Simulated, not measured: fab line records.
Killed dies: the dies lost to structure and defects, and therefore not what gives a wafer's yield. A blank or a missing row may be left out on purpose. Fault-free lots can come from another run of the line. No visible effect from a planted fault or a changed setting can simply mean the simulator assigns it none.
fab line records :: flow sky130 :: part 2 of 2: steps 31 to 43 of 43
record
  lots=5
  wafers=15
  last-day=50
route steps=708 shown GATE_OXIDE@201 POLY_GATE@204 RES_PROTECT@206 LDD_N@237
lots that met no fault: taken from a fault-free run of the same line
start-h: hours from the record's opening day to when the first of the lot's shown wafers began :: wait-h: hours elapsed since this lot's preceding step :: " the same as in the row above :: L1.1+2: a single row standing in for several wafers :: - no value present, or no start provided :: * or withheld: withheld :: < > ~ a bound
route shown NAME@n: NAME is a module with steps in the file, n the number in the route of the first one :: usual: the fault-free wafers' mean and standard deviation :: same: alike in all rows :: chamber/n: place in a boat :: sites: readings site by site :: _std_site: their standard deviation :: _edge_site: the outer-site mean with the inner-site mean subtracted :: radius-mm: how far each site lies from the wafer's centre :: mask NAME#n: copy n :: behind: the last tool/chamber to shape the wafer :: hold: why the lot went on hold/how many hours it stayed there/how the hold came to an end :: device: the n, p or np transistor that did not switch :: end of line: tests run on the same wafers once the route is complete :: where a step has no rows: the recipe by itself :: killed: dies lost to structure and defects at the first sort, not the wafer's yield :: map: dies across one wafer; x = killed, . = not, _ = none there
set.NAME: the run value of the setting; set.NAME@STEP: its run value at that earlier step :: model.NAME: the simulator's own value behind a step, which no gauge read
lots at selected steps of the route; one table per step, one row per wafer
services: from which hour (start-h, from the record's first day; less than 0 if before it) a tool's chamber was out of use, for how many hours, and why
## steps
# step SKY_POLY_GATE_ETCH_17
# recipe
  target-depth-nm=180
  stop-on=SiO2
  over-etch-frac=0.56667
  chemistry=HBr/Cl2
  target=poly-Si
  icp-w=400
  bias-w=100
  pressure-mtorr=10
  HBr_flow_sccm=150
  Cl2_flow_sccm=50
  time-s=70.5
# usual
  drypump-motor-current-A=5.7/0.39
  oes-product-au=0.989/0.0059
  throttle-valve-pct=33.685/0.0086
lot.wafer: L076.1
tool: rie-si-01
chamber: 1
start-h: 384.78
wait-h: 0.0
drypump-motor-current-A: 6.1
oes-product-au: 0.997
rf-hours-counter-h: 4
throttle-valve-pct: 33.684

lot.wafer: L076.4
tool: rie-si-01
chamber: 0
start-h: 384.78
wait-h: 0.0
drypump-motor-current-A: 5.9
oes-product-au: 1.001
rf-hours-counter-h: 4
throttle-valve-pct: 33.690

lot.wafer: L076.5
tool: rie-si-01
chamber: 1
start-h: 384.78
wait-h: 0.0
drypump-motor-current-A: 6.1
oes-product-au: 0.991
rf-hours-counter-h: -
throttle-valve-pct: 33.678

lot.wafer: L088.1
tool: rie-si-01
chamber: 1
start-h: 495.53
wait-h: 0.0
drypump-motor-current-A: 6.1
oes-product-au: 0.988
rf-hours-counter-h: 5
throttle-valve-pct: 33.678

lot.wafer: L088.4
tool: rie-si-01
chamber: 0
start-h: 495.53
wait-h: 0.0
drypump-motor-current-A: 5.9
oes-product-au: 0.992
rf-hours-counter-h: 5
throttle-valve-pct: 33.679

lot.wafer: L088.6
tool: rie-si-01
chamber: 3
start-h: 495.53
wait-h: 0.0
drypump-motor-current-A: 5.4
oes-product-au: 0.997
rf-hours-counter-h: -
throttle-valve-pct: 33.687

lot.wafer: L090.4
tool: rie-si-01
chamber: 0
start-h: 515.23
wait-h: 0.0
drypump-motor-current-A: 5.9
oes-product-au: 0.995
rf-hours-counter-h: 5
throttle-valve-pct: 33.688

lot.wafer: L090.5
tool: rie-si-01
chamber: 0
start-h: 515.23
wait-h: 0.0
drypump-motor-current-A: 5.9
oes-product-au: 0.995
rf-hours-counter-h: -
throttle-valve-pct: 33.691

lot.wafer: L090.6
tool: rie-si-01
chamber: 3
start-h: 515.23
wait-h: 0.0
drypump-motor-current-A: 5.4
oes-product-au: 0.992
rf-hours-counter-h: -
throttle-valve-pct: 33.696

lot.wafer: L092.1
tool: rie-si-02
chamber: 2
start-h: 529.38
wait-h: 0.0
drypump-motor-current-A: 6.4
oes-product-au: 0.983
rf-hours-counter-h: 6
throttle-valve-pct: 33.695

lot.wafer: L092.2
tool: rie-si-02
chamber: 1
start-h: 529.38
wait-h: 0.0
drypump-motor-current-A: 5.2
oes-product-au: 0.992
rf-hours-counter-h: 41
throttle-valve-pct: 33.684

lot.wafer: L092.6
tool: rie-si-02
chamber: 2
start-h: 529.38
wait-h: 0.0
drypump-motor-current-A: 6.4
oes-product-au: 0.986
rf-hours-counter-h: -
throttle-valve-pct: 33.696

lot.wafer: L096.1
tool: rie-si-01
chamber: 0
start-h: 559.21
wait-h: 0.0
drypump-motor-current-A: 5.9
oes-product-au: 0.984
rf-hours-counter-h: 5
throttle-valve-pct: 33.687

lot.wafer: L096.2
tool: rie-si-01
chamber: 2
start-h: 559.21
wait-h: 0.0
drypump-motor-current-A: 5.5
oes-product-au: 0.989
rf-hours-counter-h: 3
throttle-valve-pct: 33.682

lot.wafer: L096.6
tool: rie-si-01
chamber: 3
start-h: 559.21
wait-h: 0.0
drypump-motor-current-A: 5.4
oes-product-au: 0.980
rf-hours-counter-h: -
throttle-valve-pct: 33.680
# step SKY_POLY_GATE_STRIP_18
# recipe
  chemistry=O2/N2
  power-w=1400
  pressure-mtorr=1500
  platen-temp-c=withheld
  o2-flow-sccm=3000
  n2-flow-sccm=300
  overash-fraction=0.5
# usual
  drypump-motor-current-A=5.9/0.31
  oes-product-au=0.360/0.0052
  strip-time-to-endpoint-s=3.164/0.028
lot.wafer: L076.1
tool: plasma-asher-03
chamber: 0
start-h: 384.83
wait-h: 0.0
drypump-motor-current-A: 6.1
oes-product-au: 0.359
rf-hours-counter-h: 66
strip-time-to-endpoint-s: 3.202

lot.wafer: L076.4
tool: plasma-asher-03
chamber: 0
start-h: 384.83
wait-h: 0.0
drypump-motor-current-A: 6.1
oes-product-au: 0.362
rf-hours-counter-h: -
strip-time-to-endpoint-s: 3.187

lot.wafer: L076.5
tool: plasma-asher-03
chamber: 1
start-h: 384.83
wait-h: 0.0
drypump-motor-current-A: 6.4
oes-product-au: 0.355
rf-hours-counter-h: -
strip-time-to-endpoint-s: 3.197

lot.wafer: L088.1
tool: plasma-asher-01
chamber: 0
start-h: 495.58
wait-h: 0.0
drypump-motor-current-A: 5.8
oes-product-au: 0.353
rf-hours-counter-h: 38
strip-time-to-endpoint-s: 3.165

lot.wafer: L088.4
tool: plasma-asher-01
chamber: 1
start-h: 495.58
wait-h: 0.0
drypump-motor-current-A: 5.9
oes-product-au: 0.360
rf-hours-counter-h: -
strip-time-to-endpoint-s: 3.169

lot.wafer: L088.6
tool: plasma-asher-01
chamber: 1
start-h: 495.58
wait-h: 0.0
drypump-motor-current-A: 5.9
oes-product-au: 0.355
rf-hours-counter-h: -
strip-time-to-endpoint-s: 3.169

lot.wafer: L090.4
tool: plasma-asher-01
chamber: 1
start-h: 515.32
wait-h: 0.1
drypump-motor-current-A: 5.9
oes-product-au: 0.361
rf-hours-counter-h: -
strip-time-to-endpoint-s: 3.161

lot.wafer: L090.5
tool: plasma-asher-01
chamber: 1
start-h: 515.32
wait-h: 0.1
drypump-motor-current-A: 5.9
oes-product-au: 0.360
rf-hours-counter-h: -
strip-time-to-endpoint-s: 3.161

lot.wafer: L090.6
tool: plasma-asher-01
chamber: 0
start-h: 515.32
wait-h: 0.1
drypump-motor-current-A: 5.7
oes-product-au: 0.362
rf-hours-counter-h: -
strip-time-to-endpoint-s: 3.144

lot.wafer: L092.1
tool: plasma-asher-03
chamber: 0
start-h: 529.44
wait-h: 0.0
drypump-motor-current-A: 6.1
oes-product-au: 0.359
rf-hours-counter-h: 79
strip-time-to-endpoint-s: 3.187

lot.wafer: L092.2
tool: plasma-asher-03
chamber: 1
start-h: 529.44
wait-h: 0.0
drypump-motor-current-A: 6.4
oes-product-au: 0.368
rf-hours-counter-h: 79
strip-time-to-endpoint-s: 3.203

lot.wafer: L092.6
tool: plasma-asher-03
chamber: 0
start-h: 529.44
wait-h: 0.0
drypump-motor-current-A: 6.1
oes-product-au: 0.369
rf-hours-counter-h: -
strip-time-to-endpoint-s: 3.163

lot.wafer: L096.1
tool: plasma-asher-01
chamber: 1
start-h: 559.26
wait-h: 0.0
drypump-motor-current-A: 5.9
oes-product-au: 0.361
rf-hours-counter-h: 47
strip-time-to-endpoint-s: 3.175

lot.wafer: L096.2
tool: plasma-asher-01
chamber: 0
start-h: 559.26
wait-h: 0.0
drypump-motor-current-A: 5.7
oes-product-au: 0.358
rf-hours-counter-h: 47
strip-time-to-endpoint-s: 3.173

lot.wafer: L096.6
tool: plasma-asher-01
chamber: 0
start-h: 559.26
wait-h: 0.0
drypump-motor-current-A: 5.8
oes-product-au: 0.366
rf-hours-counter-h: -
strip-time-to-endpoint-s: 3.199
# step SKY_POLY_GATE_CLEAN_19
# recipe
  chemistry=SC1/SC2
  mix=1:4:20
  temp-c=70
  time-s=150
  dry=n2-spin
lot.wafer: L076.1+4+5
tool: wet-bench-02
chamber: 2
start-h: 384.93
wait-h: 0.1

lot.wafer: L088.1+4+6
tool: wet-bench-01
chamber: 3
start-h: 495.68
wait-h: 0.1

lot.wafer: L090.4+5+6
tool: wet-bench-03
chamber: 0
start-h: 515.39
wait-h: 0.0

lot.wafer: L092.1+2+6
tool: wet-bench-01
chamber: 3
start-h: 529.54
wait-h: 0.1

lot.wafer: L096.1+2+6
tool: wet-bench-02
chamber: 2
start-h: 559.36
wait-h: 0.1
# step SKY_POLY_GATE_OXIDATION_20
# recipe
  temp-c=850
  ambient=O2
  stabilise-s=600
  purge-s=300
  target-thk-a=40
  ox-time-s=899
# usual
  spike-tc-centre-C=851.2/1
  tube_center_temp_C_max=852.2/0.37
# same
  ox-time-s=899
lot.wafer: L076.1
tool: furnace-02
chamber: 0
start-h: 384.98
wait-h: 0.0
spike-tc-centre-C: 849.9
tube_center_temp_C_max: 851.7

lot.wafer: L076.4
tool: furnace-02
chamber: 0
start-h: 384.98
wait-h: 0.0
spike-tc-centre-C: 850.9
tube_center_temp_C_max: 851.9

lot.wafer: L076.5
tool: furnace-02
chamber: 0
start-h: 384.98
wait-h: 0.0
spike-tc-centre-C: 852.9
tube_center_temp_C_max: 852.0

lot.wafer: L088.1
tool: furnace-02
chamber: 0
start-h: 496.54
wait-h: 0.8
spike-tc-centre-C: 851.5
tube_center_temp_C_max: 852.3

lot.wafer: L088.4
tool: furnace-02
chamber: 0
start-h: 496.54
wait-h: 0.8
spike-tc-centre-C: 850.1
tube_center_temp_C_max: 852.9

lot.wafer: L088.6
tool: furnace-02
chamber: 0
start-h: 496.54
wait-h: 0.8
spike-tc-centre-C: 851.3
tube_center_temp_C_max: 852.3

lot.wafer: L090.4
tool: furnace-01
chamber: 0
start-h: 515.44
wait-h: 0.0
spike-tc-centre-C: 851.0
tube_center_temp_C_max: 852.0

lot.wafer: L090.5
tool: furnace-01
chamber: 0
start-h: 515.44
wait-h: 0.0
spike-tc-centre-C: 850.3
tube_center_temp_C_max: 852.5

lot.wafer: L090.6
tool: furnace-01
chamber: 0
start-h: 515.44
wait-h: 0.0
spike-tc-centre-C: 850.8
tube_center_temp_C_max: 851.8

lot.wafer: L092.1
tool: furnace-02
chamber: 0
start-h: 529.59
wait-h: 0.0
spike-tc-centre-C: 851.4
tube_center_temp_C_max: 851.8

lot.wafer: L092.2
tool: furnace-02
chamber: 0
start-h: 529.59
wait-h: 0.0
spike-tc-centre-C: 851.8
tube_center_temp_C_max: 851.9

lot.wafer: L092.6
tool: furnace-02
chamber: 0
start-h: 529.59
wait-h: 0.0
spike-tc-centre-C: 852.8
tube_center_temp_C_max: 852.1

lot.wafer: L096.1
tool: furnace-02
chamber: 0
start-h: 559.41
wait-h: 0.0
spike-tc-centre-C: 852.3
tube_center_temp_C_max: 852.2

lot.wafer: L096.2
tool: furnace-02
chamber: 0
start-h: 559.41
wait-h: 0.0
spike-tc-centre-C: 852.2
tube_center_temp_C_max: 852.1

lot.wafer: L096.6
tool: furnace-02
chamber: 0
start-h: 559.41
wait-h: 0.0
spike-tc-centre-C: 853.7
tube_center_temp_C_max: 852.2
# step SKY_POLY_GATE_THK_MEAS_21
# recipe
  reads=SiO2_of_POLY_GATE_OXIDATION_20
# usual
  POLY_GATE_OXIDATION_THK=4.01/0.072
lot.wafer: L076.1
tool: film-metro-04
chamber: -
start-h: 386.23
wait-h: 0.0
POLY_GATE_OXIDATION_THK[nm]: 3.87

lot.wafer: L076.4
tool: film-metro-04
chamber: -
start-h: 386.23
wait-h: 0.0
POLY_GATE_OXIDATION_THK[nm]: 3.93

lot.wafer: L076.5
tool: film-metro-04
chamber: -
start-h: 386.23
wait-h: 0.0
POLY_GATE_OXIDATION_THK[nm]: 4.00

lot.wafer: L088.1
tool: film-metro-02
chamber: -
start-h: 497.79
wait-h: 0.0
POLY_GATE_OXIDATION_THK[nm]: 4.06

lot.wafer: L088.4
tool: film-metro-02
chamber: -
start-h: 497.79
wait-h: 0.0
POLY_GATE_OXIDATION_THK[nm]: 4.05

lot.wafer: L088.6
tool: film-metro-02
chamber: -
start-h: 497.79
wait-h: 0.0
POLY_GATE_OXIDATION_THK[nm]: 4.07

lot.wafer: L090.4
tool: film-metro-02
chamber: -
start-h: 516.72
wait-h: 0.0
POLY_GATE_OXIDATION_THK[nm]: 3.92

lot.wafer: L090.5
tool: film-metro-02
chamber: -
start-h: 516.72
wait-h: 0.0
POLY_GATE_OXIDATION_THK[nm]: 3.81

lot.wafer: L090.6
tool: film-metro-02
chamber: -
start-h: 516.72
wait-h: 0.0
POLY_GATE_OXIDATION_THK[nm]: 3.94

lot.wafer: L092.1
tool: film-metro-01
chamber: -
start-h: 530.84
wait-h: 0.0
POLY_GATE_OXIDATION_THK[nm]: 4.00

lot.wafer: L092.2
tool: film-metro-01
chamber: -
start-h: 530.84
wait-h: 0.0
POLY_GATE_OXIDATION_THK[nm]: 4.03

lot.wafer: L092.6
tool: film-metro-01
chamber: -
start-h: 530.84
wait-h: 0.0
POLY_GATE_OXIDATION_THK[nm]: 4.04

lot.wafer: L096.1
tool: film-metro-02
chamber: -
start-h: 560.66
wait-h: 0.0
POLY_GATE_OXIDATION_THK[nm]: 4.00

lot.wafer: L096.2
tool: film-metro-02
chamber: -
start-h: 560.66
wait-h: 0.0
POLY_GATE_OXIDATION_THK[nm]: 4.10

lot.wafer: L096.6
tool: film-metro-02
chamber: -
start-h: 560.66
wait-h: 0.0
POLY_GATE_OXIDATION_THK[nm]: 4.06
# step SKY_POLY_GATE_CD_MEAS_22
# usual
  cd-nm=151.0/2
lot.wafer: L076.1
tool: cd-sem-02
chamber: -
start-h: 386.29
wait-h: 0.1
cd-nm: 149.1

lot.wafer: L076.4
tool: cd-sem-02
chamber: -
start-h: 386.29
wait-h: 0.1
cd-nm: 150.4

lot.wafer: L076.5
tool: cd-sem-02
chamber: -
start-h: 386.29
wait-h: 0.1
cd-nm: 149.1

lot.wafer: L088.1
tool: cd-sem-02
chamber: -
start-h: 497.85
wait-h: 0.1
cd-nm: 150.9

lot.wafer: L088.4
tool: cd-sem-02
chamber: -
start-h: 497.85
wait-h: 0.1
cd-nm: 151.0

lot.wafer: L088.6
tool: cd-sem-02
chamber: -
start-h: 497.85
wait-h: 0.1
cd-nm: 151.0

lot.wafer: L090.4
tool: cd-sem-02
chamber: -
start-h: 516.84
wait-h: 0.1
cd-nm: 152.2

lot.wafer: L090.5
tool: cd-sem-02
chamber: -
start-h: 516.84
wait-h: 0.1
cd-nm: 153.2

lot.wafer: L090.6
tool: cd-sem-02
chamber: -
start-h: 516.84
wait-h: 0.1
cd-nm: 151.1

lot.wafer: L092.1
tool: cd-sem-01
chamber: -
start-h: 530.90
wait-h: 0.1
cd-nm: 152.0

lot.wafer: L092.2
tool: cd-sem-01
chamber: -
start-h: 530.90
wait-h: 0.1
cd-nm: 153.8

lot.wafer: L092.6
tool: cd-sem-01
chamber: -
start-h: 530.90
wait-h: 0.1
cd-nm: 154.6

lot.wafer: L096.1
tool: cd-sem-01
chamber: -
start-h: 560.72
wait-h: 0.1
cd-nm: 152.3

lot.wafer: L096.2
tool: cd-sem-01
chamber: -
start-h: 560.72
wait-h: 0.1
cd-nm: 152.6

lot.wafer: L096.6
tool: cd-sem-01
chamber: -
start-h: 560.72
wait-h: 0.1
cd-nm: 152.0
# step SKY_LDD_N_DEHYDRATE_00
# recipe
  temp-c=200
  time-s=60
lot.wafer: L076.1+4+5
tool: litho-track-01
chamber: 0
start-h: 400.44
wait-h: 14.1

lot.wafer: L088.1+4+6
tool: litho-track-02
chamber: 0
start-h: 512.39
wait-h: 14.5

lot.wafer: L090.4+5+6
tool: litho-track-03
chamber: 0
start-h: 531.71
wait-h: 14.8

lot.wafer: L092.1+2+6
tool: litho-track-03
chamber: 0
start-h: 545.64
wait-h: 14.7

lot.wafer: L096.1+2+6
tool: litho-track-02
chamber: 0
start-h: 574.89
wait-h: 14.1
# step SKY_LDD_N_HMDS_01
# recipe
  prime-time-s=60
  prime-temp-c=120
lot.wafer: L076.1+4+5
tool: litho-track-01
chamber: 0
start-h: 400.59
wait-h: 0.1

lot.wafer: L088.1+4+6
tool: litho-track-02
chamber: 0
start-h: 512.54
wait-h: 0.1

lot.wafer: L090.4+5+6
tool: litho-track-03
chamber: 0
start-h: 531.86
wait-h: 0.1

lot.wafer: L092.1+2+6
tool: litho-track-03
chamber: 0
start-h: 545.79
wait-h: 0.1

lot.wafer: L096.1+2+6
tool: litho-track-02
chamber: 0
start-h: 575.04
wait-h: 0.1
# step SKY_LDD_N_COAT_02
# recipe
  resist=NOVOLAK
  spin-rpm=3000
  resist-thk-nm=300
lot.wafer: L076.1+4+5
tool: litho-track-01
chamber: 0
start-h: 400.74
wait-h: 0.1

lot.wafer: L088.1+4+6
tool: litho-track-02
chamber: 0
start-h: 512.69
wait-h: 0.1

lot.wafer: L090.4+5+6
tool: litho-track-03
chamber: 0
start-h: 532.01
wait-h: 0.1

lot.wafer: L092.1+2+6
tool: litho-track-03
chamber: 0
start-h: 545.94
wait-h: 0.1

lot.wafer: L096.1+2+6
tool: litho-track-02
chamber: 0
start-h: 575.19
wait-h: 0.1
# step SKY_LDD_N_SOFTBAKE_03
# recipe
  temp-c=90
  time-s=60
  resist=NOVOLAK
lot.wafer: L076.1+4+5
tool: litho-track-01
chamber: 0
start-h: 400.89
wait-h: 0.1

lot.wafer: L088.1+4+6
tool: litho-track-02
chamber: 0
start-h: 512.84
wait-h: 0.1

lot.wafer: L090.4+5+6
tool: litho-track-03
chamber: 0
start-h: 532.16
wait-h: 0.1

lot.wafer: L092.1+2+6
tool: litho-track-03
chamber: 0
start-h: 546.09
wait-h: 0.1

lot.wafer: L096.1+2+6
tool: litho-track-02
chamber: 0
start-h: 575.34
wait-h: 0.1
# step SKY_LDD_N_EXPOSE_04
# recipe
  mask-id=NTM
  target-cd-nm=840
  na=0.6
  source-shape=conventional
  sigma-outer=0.6
  dose-mj=110
lot.wafer: L076.1+4+5
tool: iline-stepper-01
chamber: 0
start-h: -
wait-h: -
mask: NTM#0

lot.wafer: L088.1+4+6
tool: iline-stepper-01
chamber: 0
start-h: -
wait-h: -
mask: NTM#0

lot.wafer: L090.4+5+6
tool: iline-stepper-02
chamber: 0
start-h: -
wait-h: -
mask: NTM#0

lot.wafer: L092.1+2+6
tool: iline-stepper-01
chamber: 0
start-h: -
wait-h: -
mask: NTM#0

lot.wafer: L096.1+2+6
tool: iline-stepper-01
chamber: 0
start-h: -
wait-h: -
mask: NTM#0
# step SKY_LDD_N_PEB_05
# recipe
  temp-c=withheld
  time-s=*
  resist=NOVOLAK
lot.wafer: L076.1+4+5
tool: litho-track-02
chamber: 0
start-h: -
wait-h: -

lot.wafer: L088.1+4+6
tool: litho-track-02
chamber: 0
start-h: -
wait-h: -

lot.wafer: L090.4+5+6
tool: litho-track-02
chamber: 0
start-h: -
wait-h: -

lot.wafer: L092.1+2+6
tool: litho-track-02
chamber: 0
start-h: -
wait-h: -

lot.wafer: L096.1+2+6
tool: litho-track-03
chamber: 0
start-h: -
wait-h: -
# step SKY_LDD_N_DEVELOP_06
# recipe
  develop-time-s=60
  dev-temp-c=23
lot.wafer: L076.1+4+5
tool: litho-track-02
chamber: 0
start-h: 415.44
wait-h: 0.1

lot.wafer: L088.1+4+6
tool: litho-track-02
chamber: 0
start-h: 528.24
wait-h: 0.1

lot.wafer: L090.4+5+6
tool: litho-track-02
chamber: 0
start-h: 547.02
wait-h: 0.1

lot.wafer: L092.1+2+6
tool: litho-track-02
chamber: 0
start-h: 560.94
wait-h: 0.1

lot.wafer: L096.1+2+6
tool: litho-track-03
chamber: 0
start-h: 590.34
wait-h: 0.1
## services
tool: iline-stepper-01
chamber: -
start-h: 300.71
hours: 3.3
kind: repair

tool: rie-diel-03
chamber: -
start-h: 305.39
hours: 0.5
kind: repair

tool: rie-si-01
chamber: 0
start-h: 317.49
hours: 4.2
kind: repair

tool: plasma-asher-01
chamber: -
start-h: 334.71
hours: 2.2
kind: repair

tool: iline-stepper-02
chamber: -
start-h: 336.88
hours: 4.4
kind: pm

tool: rie-diel-02
chamber: 3
start-h: 343.94
hours: 1.7
kind: repair

tool: plasma-asher-01
chamber: -
start-h: 359.88
hours: 2.8
kind: pm

tool: iline-stepper-02
chamber: -
start-h: 360.04
hours: 2.1
kind: pm

tool: rie-diel-03
chamber: 0
start-h: 360.58
hours: 1.2
kind: repair

tool: krf-scanner-02
chamber: -
start-h: 364.78
hours: 1.3
kind: pm

tool: rie-diel-02
chamber: -
start-h: 374.27
hours: 0.2
kind: repair

tool: lpcvd-01
chamber: -
start-h: 381.85
hours: 1.3
kind: repair

tool: lpcvd-02
chamber: -
start-h: 386.32
hours: 0.4
kind: repair

tool: wet-bench-01
chamber: -
start-h: 407.76
hours: 4.4
kind: pm

tool: furnace-02
chamber: -
start-h: 421.16
hours: 4.0
kind: pm

tool: furnace-02
chamber: -
start-h: 426.62
hours: 3.7
kind: pm

tool: iline-stepper-01
chamber: -
start-h: 481.68
hours: 4.1
kind: repair

tool: iline-stepper-01
chamber: -
start-h: 505.98
hours: 1.7
kind: pm

tool: lpcvd-01
chamber: -
start-h: 541.93
hours: 2.8
kind: pm

tool: lpcvd-02
chamber: -
start-h: 547.04
hours: 0.3
kind: repair

tool: lpcvd-01
chamber: -
start-h: 548.42
hours: 6.0
kind: pm

tool: iline-stepper-01
chamber: -
start-h: 549.18
hours: 4.4
kind: pm

tool: furnace-02
chamber: -
start-h: 576.08
hours: 16.4
kind: repair

tool: lpcvd-02
chamber: -
start-h: 578.19
hours: 4.3
kind: pm
